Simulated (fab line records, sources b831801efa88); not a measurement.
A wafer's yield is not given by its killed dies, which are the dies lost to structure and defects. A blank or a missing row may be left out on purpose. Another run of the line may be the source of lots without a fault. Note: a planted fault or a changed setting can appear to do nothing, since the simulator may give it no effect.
Which tool was responsible?    flow sfqLine    route of 325 steps, sampled at 1 step: 13 lots, 39 wafers

== WHAT THE GAUGES SHOWED, per wafer ==
SFQ_INCOMING_BOW_MEAS_900.
lot   measured     on            INCOMING_BOW (um)
L332  day 1 10:00  filmMetro-04  -3 0 -5
L333  day 1 15:00  filmMetro-02  3 -2 4
L334  day 1 20:02  filmMetro-02  12 -2 1
L335  day 2 01:01  filmMetro-04  11 -1 3
L336  day 2 06:00  filmMetro-02  0 0 8
L337  day 2 11:00  filmMetro-02  1 5 2
L338  day 2 16:01  filmMetro-02  9 5 4
L339  day 2 21:01  filmMetro-01  -7 -2 2
L340  day 3 02:00  filmMetro-02  -8 -2 -2
L348  day 4 18:00  filmMetro-04  -9 -6 -7
L351  day 5 09:01  filmMetro-01  -2 -7 2
L354  day 6 00:00  filmMetro-04  10 -8 14
L355  day 6 05:00  filmMetro-04  2 9 -4

== WHAT TOOL EACH LOT RAN ON (gives the tool, then ch and the chambers of the sampled wafers, and finally the start) ==
No process step before these readings appears in the record.

== WHAT THE TOOLS THEMSELVES READ (means of the sampled wafers that have a number; where no wafer has one, the mark that the record gives instead) ==
The record holds no such reading with a usual standard deviation.

== THE ANSWER, worked out from the rows above alone ==
Rule: usual is defined by the lots themselves. Put in order of their means at a reading, lots are off if they are a third of the lots or fewer, leave a main group of 4 or more, and stand apart from it by a gap of 3 or more times the standard deviation of the main group's means; of several such gaps the widest counts. If all means in a main group match to the digits the tables above print for the reading, that group is not used. A lot without any number at a reading at which 4 lots or more have one is off too. Where the step has rows for the other lots, those lots are counted as sound. After the gauges, taken in route order, come the tools' own readings; for these a lot's mean is taken, as printed above. At the first step where some lot is off, the reading lying furthest off is the one used; lots without a number count as furthest.
No lot is off on any of the readings shown, so nothing can be concluded from this.

== WHAT WAS PUT IN BY THE SIMULATOR ==
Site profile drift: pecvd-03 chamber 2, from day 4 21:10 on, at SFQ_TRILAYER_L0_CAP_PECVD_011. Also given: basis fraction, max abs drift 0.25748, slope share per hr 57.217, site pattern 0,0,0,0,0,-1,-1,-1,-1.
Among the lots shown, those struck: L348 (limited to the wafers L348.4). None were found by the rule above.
